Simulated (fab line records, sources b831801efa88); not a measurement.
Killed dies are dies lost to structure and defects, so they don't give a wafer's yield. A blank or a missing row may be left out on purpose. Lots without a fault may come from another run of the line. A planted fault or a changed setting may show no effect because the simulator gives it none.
Which tool did it? | flow gf180mcu | 6 lots, 18 wafers sampled, at 3 steps of a route of 602

WHAT THE GAUGES READ, wafer by wafer
GF_VT_IMPLANT_TW_MEAS_43.
lot  | measured     | on            | VT_IMPLANT_4_TW
L608 | day 8 08:55  | film_metro-01 | 692 695 689
L614 | day 10 07:19 | film_metro-01 | 694 699 697
L616 | day 10 16:29 | film_metro-04 | 698 699 698
L619 | day 11 15:01 | film_metro-03 | 703 699 700
L622 | day 12 12:23 | film_metro-01 | 689 694 694
L624 | day 12 20:51 | film_metro-03 | 753 752 744

WHICH TOOL RAN EACH LOT (tool, then ch and the chambers of the sampled wafers, then the start)
lot  | GF_STI_CMP_25                | GF_VT_IMPLANT_IMPLANT_41
L608 | cmp-01 ch 0,2, day 2 20:11   | implanter-03 ch 0, day 8 08:40
L614 | cmp-02 ch 2,3, day 4 05:02   | implanter-03 ch 0, day 10 07:06
L616 | cmp-02 ch 0,1,2, day 4 15:52 | implanter-02 ch 0, day 10 16:17
L619 | cmp-01 ch 1,2, day 5 07:42   | implanter-03 ch 0, day 11 14:47
L622 | cmp-02 ch 0,3, day 5 20:31   | implanter-02 ch 0, day 12 12:10
L624 | cmp-01 ch 0,3, day 6 04:37   | implanter-03 ch 0, day 12 20:36
- GF_STI_CMP_25: polishes, stops on Si3N4, t overpolish 33 s, target thk 524.6 nm.
- GF_VT_IMPLANT_IMPLANT_41

THE ANSWER, worked out from the rows above alone
Rule: what is usual is taken from the lots themselves. Put in order of their means at a reading, lots are off if they are a third of the lots or fewer, leave a main group of 4 or more, and stand apart from it by a gap of 3 or more times the standard deviation of the main group's means; of several such gaps the widest counts. A main group whose means are all the same, to the digits that the tables above print for the reading, isn't used. A lot without any number at a reading at which 4 lots or more have one is off too. The other lots that the step has rows for count as sound.
Off: L624, at GF_VT_IMPLANT_TW_MEAS_43 (VT_IMPLANT_4_TW). The main group: mean 696, standard deviation 3.4.
A tool fits if, at a process step before that reading, it ran every lot that is off, and no sound lot after the first of them. The gauges at GF_VT_IMPLANT_TW_MEAS_43 are tried like those tools. Can't be told from this: 3 tools fit, cmp-01 at GF_STI_CMP_25, implanter-03 at GF_VT_IMPLANT_IMPLANT_41, film_metro-03 at GF_VT_IMPLANT_TW_MEAS_43.

WHAT THE SIMULATOR HAD PUT IN
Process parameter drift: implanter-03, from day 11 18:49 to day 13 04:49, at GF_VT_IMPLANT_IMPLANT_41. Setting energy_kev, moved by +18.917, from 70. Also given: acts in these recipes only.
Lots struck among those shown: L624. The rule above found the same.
